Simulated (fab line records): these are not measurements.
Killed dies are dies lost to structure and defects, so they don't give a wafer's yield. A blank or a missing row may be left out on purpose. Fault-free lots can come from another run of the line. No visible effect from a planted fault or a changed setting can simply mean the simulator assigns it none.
Split-lot trial || flow sky130 || on a route of 708 steps: 5 lots, 23 wafers read

SPLIT DETAILS
At SKY_VIA1_CMP_02 (polishes SiO2), the setting leave-above-ref-nm was moved away from the recipe's 345 nm on 7 of the 23 wafers read, by -6.6% to +2.1%. All remaining wafers had this setting at the recipe value.

FROM THE SPLIT TO THE READING: what the file shows between them, 4 steps
- SKY_VIA1_SOFTBAKE_08: time 90 s (also split here: temp-c)
- SKY_VIA1_EXPOSE_09: exposes mask VIM, target cd 150 nm
- SKY_VIA1_PEB_10
- SKY_VIA1_ETCH_14: etches BARC in N2/H2, stops on SiO2, time 45.9 s, target depth 60 nm

THE READING
oes-product-au, in a.u., at SKY_VIA1_ETCH_15 (etches SiO2 in C4F8/O2/Ar, stops on TiN, target depth 351 nm, time 54 s). On this fab line, fault-free wafers typically give 0.983 a.u. with a standard deviation of 0.0055 a.u.

{"wafer": "L076.1", "tool, chamber at the split": "cmp-01, 3", "leave-above-ref-nm as run, nm": 352.3, "against the recipe": "+2.1%", "oes-product-au, a.u.": 0.988, "against lot-mates on the recipe": "+0.004"}
{"wafer": "L076.2", "tool, chamber at the split": "cmp-01, 1", "leave-above-ref-nm as run, nm": 345, "against the recipe": "recipe", "oes-product-au, a.u.": 0.984, "against lot-mates on the recipe": "-"}
{"wafer": "L076.3", "tool, chamber at the split": "cmp-01, 0", "leave-above-ref-nm as run, nm": 345, "against the recipe": "recipe", "oes-product-au, a.u.": 0.984, "against lot-mates on the recipe": "-"}
{"wafer": "L076.5", "tool, chamber at the split": "cmp-01, 3", "leave-above-ref-nm as run, nm": 352.3, "against the recipe": "+2.1%", "oes-product-au, a.u.": 1.003, "against lot-mates on the recipe": "+0.019"}
{"wafer": "L076.6", "tool, chamber at the split": "cmp-01, 2", "leave-above-ref-nm as run, nm": 352.3, "against the recipe": "+2.1%", "oes-product-au, a.u.": 0.995, "against lot-mates on the recipe": "+0.011"}
{"wafer": "L080.1", "tool, chamber at the split": "cmp-02, 3", "leave-above-ref-nm as run, nm": 345, "against the recipe": "recipe", "oes-product-au, a.u.": 0.979, "against lot-mates on the recipe": "-"}
{"wafer": "L080.3", "tool, chamber at the split": "cmp-02, 0,1", "leave-above-ref-nm as run, nm": 345, "against the recipe": "recipe", "oes-product-au, a.u.": 0.983, "against lot-mates on the recipe": "-"}
{"wafer": "L080.4", "tool, chamber at the split": "cmp-02, 0,1", "leave-above-ref-nm as run, nm": 345, "against the recipe": "recipe", "oes-product-au, a.u.": 0.976, "against lot-mates on the recipe": "-"}
{"wafer": "L080.5", "tool, chamber at the split": "cmp-02, 3", "leave-above-ref-nm as run, nm": 352.4, "against the recipe": "+2.1%", "oes-product-au, a.u.": 0.987, "against lot-mates on the recipe": "+0.008"}
{"wafer": "L080.6", "tool, chamber at the split": "cmp-02, 0", "leave-above-ref-nm as run, nm": 352.4, "against the recipe": "+2.1%", "oes-product-au, a.u.": 0.991, "against lot-mates on the recipe": "+0.012"}
{"wafer": "L082.1", "tool, chamber at the split": "cmp-02, 1", "leave-above-ref-nm as run, nm": 345, "against the recipe": "recipe", "oes-product-au, a.u.": 0.987, "against lot-mates on the recipe": "-"}
{"wafer": "L082.2", "tool, chamber at the split": "cmp-02, 3,0", "leave-above-ref-nm as run, nm": 345, "against the recipe": "recipe", "oes-product-au, a.u.": 0.989, "against lot-mates on the recipe": "-"}
{"wafer": "L082.3", "tool, chamber at the split": "cmp-02, 0", "leave-above-ref-nm as run, nm": 322.3, "against the recipe": "-6.6%", "oes-product-au, a.u.": 0.944, "against lot-mates on the recipe": -0.041}
{"wafer": "L082.5", "tool, chamber at the split": "cmp-02, 3", "leave-above-ref-nm as run, nm": 322.3, "against the recipe": "-6.6%", "oes-product-au, a.u.": 0.956, "against lot-mates on the recipe": -0.029}
{"wafer": "L082.6", "tool, chamber at the split": "cmp-02, 3,0", "leave-above-ref-nm as run, nm": 345, "against the recipe": "recipe", "oes-product-au, a.u.": 0.978, "against lot-mates on the recipe": "-"}
{"wafer": "L083.4", "tool, chamber at the split": "cmp-01, 0", "leave-above-ref-nm as run, nm": 345, "against the recipe": "recipe", "oes-product-au, a.u.": 0.975, "against lot-mates on the recipe": "-"}
{"wafer": "L083.5", "tool, chamber at the split": "cmp-01, 3", "leave-above-ref-nm as run, nm": 345, "against the recipe": "recipe", "oes-product-au, a.u.": 0.987, "against lot-mates on the recipe": "-"}
{"wafer": "L083.6", "tool, chamber at the split": "cmp-01, 2", "leave-above-ref-nm as run, nm": 345, "against the recipe": "recipe", "oes-product-au, a.u.": 0.987, "against lot-mates on the recipe": "-"}
{"wafer": "L085.2", "tool, chamber at the split": "cmp-01, 2", "leave-above-ref-nm as run, nm": 345, "against the recipe": "recipe", "oes-product-au, a.u.": 0.985, "against lot-mates on the recipe": "-"}
{"wafer": "L085.3", "tool, chamber at the split": "cmp-01, 1", "leave-above-ref-nm as run, nm": 345, "against the recipe": "recipe", "oes-product-au, a.u.": 0.993, "against lot-mates on the recipe": "-"}
{"wafer": "L085.4", "tool, chamber at the split": "cmp-01, 3", "leave-above-ref-nm as run, nm": 345, "against the recipe": "recipe", "oes-product-au, a.u.": 0.972, "against lot-mates on the recipe": "-"}
{"wafer": "L085.5", "tool, chamber at the split": "cmp-01, 1", "leave-above-ref-nm as run, nm": 345, "against the recipe": "recipe", "oes-product-au, a.u.": 0.983, "against lot-mates on the recipe": "-"}
{"wafer": "L085.6", "tool, chamber at the split": "cmp-01, 0", "leave-above-ref-nm as run, nm": 345, "against the recipe": "recipe", "oes-product-au, a.u.": 0.988, "against lot-mates on the recipe": "-"}
If several chambers appear in one row, that row covers several wafers at once and the file leaves open which wafer was in which chamber.

FIT RESULTS
A straight line over all 23 wafers: oes-product-au changes by +0.00493 a.u. for each +1% of leave-above-ref-nm; r = +0.88; the points scatter about the line by 0.0059 a.u.
The same after taking each lot's own level away (the mean of its wafers on the recipe; 23 wafers): +0.00521 a.u. for each +1%; r = +0.91; scatter 0.0055 a.u.
According to that fit, moving leave-above-ref-nm by its largest amount changes the reading by 0.034 a.u.
Measured against the standard deviation above, the lots' own levels, which go from 0.9793 to 0.9847 a.u., span 1.0 times it.
The two slopes are in agreement: the lot-to-lot level therefore moves the slope only a little.
Check: with one of the wafers moved furthest among these (-6.6%) left out of the fit, the line predicts -0.0298 a.u. for it against its lot-mates. It came out at -0.0407 a.u. against them.

OTHER SPLITS ON THESE WAFERS
Other splits were also applied to these wafers ahead of the reading. Each is held against what the fit with the lots' levels taken away leaves over:
{"other split on the same wafers": "SKY_LOCAL_INTERCONNECT_ETCH_13 pressure-mtorr", "wafers away from the commonest value": 15, "r with oes-product-au (lot level and that fit taken away)": -0.01}
{"other split on the same wafers": "SKY_CONTACT_HDPCVD_02 sih4-flow-sccm", "wafers away from the commonest value": 6, "r with oes-product-au (lot level and that fit taken away)": "+0.04"}
{"other split on the same wafers": "SKY_CONTACT_COAT_08 spin-rpm", "wafers away from the commonest value": 9, "r with oes-product-au (lot level and that fit taken away)": "+0.07"}
{"other split on the same wafers": "SKY_CONTACT_DEVELOP_13 develop-time-s", "wafers away from the commonest value": 9, "r with oes-product-au (lot level and that fit taken away)": -0.29}
{"other split on the same wafers": "SKY_CONTACT_CMP_27 t-overpolish-s", "wafers away from the commonest value": 4, "r with oes-product-au (lot level and that fit taken away)": "+0.24"}
{"other split on the same wafers": "SKY_METAL1_ETCH_18 time-s", "wafers away from the commonest value": 5, "r with oes-product-au (lot level and that fit taken away)": "+0.10"}
{"other split on the same wafers": "SKY_VIA1_SOFTBAKE_08 temp-c", "wafers away from the commonest value": 10, "r with oes-product-au (lot level and that fit taken away)": -0.03}

THE WHOLE CHAIN: every reading that the file lists as answering this split, in the file's order
{"step": "SKY_VIA1_CMP_02", "what it does": "polishes SiO2", "reading": "SiO2_of_VIA1_HDPCVD_00.thk-nm (the simulator's own value, which no gauge read)", "change (the file's fit)": "+3.65 nm for each +1% of the setting", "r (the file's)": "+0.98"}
{"step": "SKY_VIA1_ETCH_15", "what it does": "etches SiO2 in C4F8/O2/Ar, stops on TiN, target depth 351 nm, time 54 s", "reading": "oes-product-au", "change (the file's fit)": "+0.00513 a.u. for each +1% of the setting", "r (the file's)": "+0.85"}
{"step": "SKY_VIA1_ETCH_15", "what it does": "etches SiO2 in C4F8/O2/Ar, stops on TiN, target depth 351 nm, time 54 s", "reading": "VIA1.feature-depth-nm (the simulator's own value, which no gauge read)", "change (the file's fit)": "+3.29 nm for each +1% of the setting", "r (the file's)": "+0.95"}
{"step": "SKY_VIA1_ETCH_15", "what it does": "etches SiO2 in C4F8/O2/Ar, stops on TiN, target depth 351 nm, time 54 s", "reading": "etch.depth-nm (the simulator's own value, which no gauge read)", "change (the file's fit)": "+3.4 nm for each +1% of the setting", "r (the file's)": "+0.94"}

THE FILE'S OWN FIT
oes-product-au changes by +0.00513 a.u. for each +1% of leave-above-ref-nm, r = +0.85.
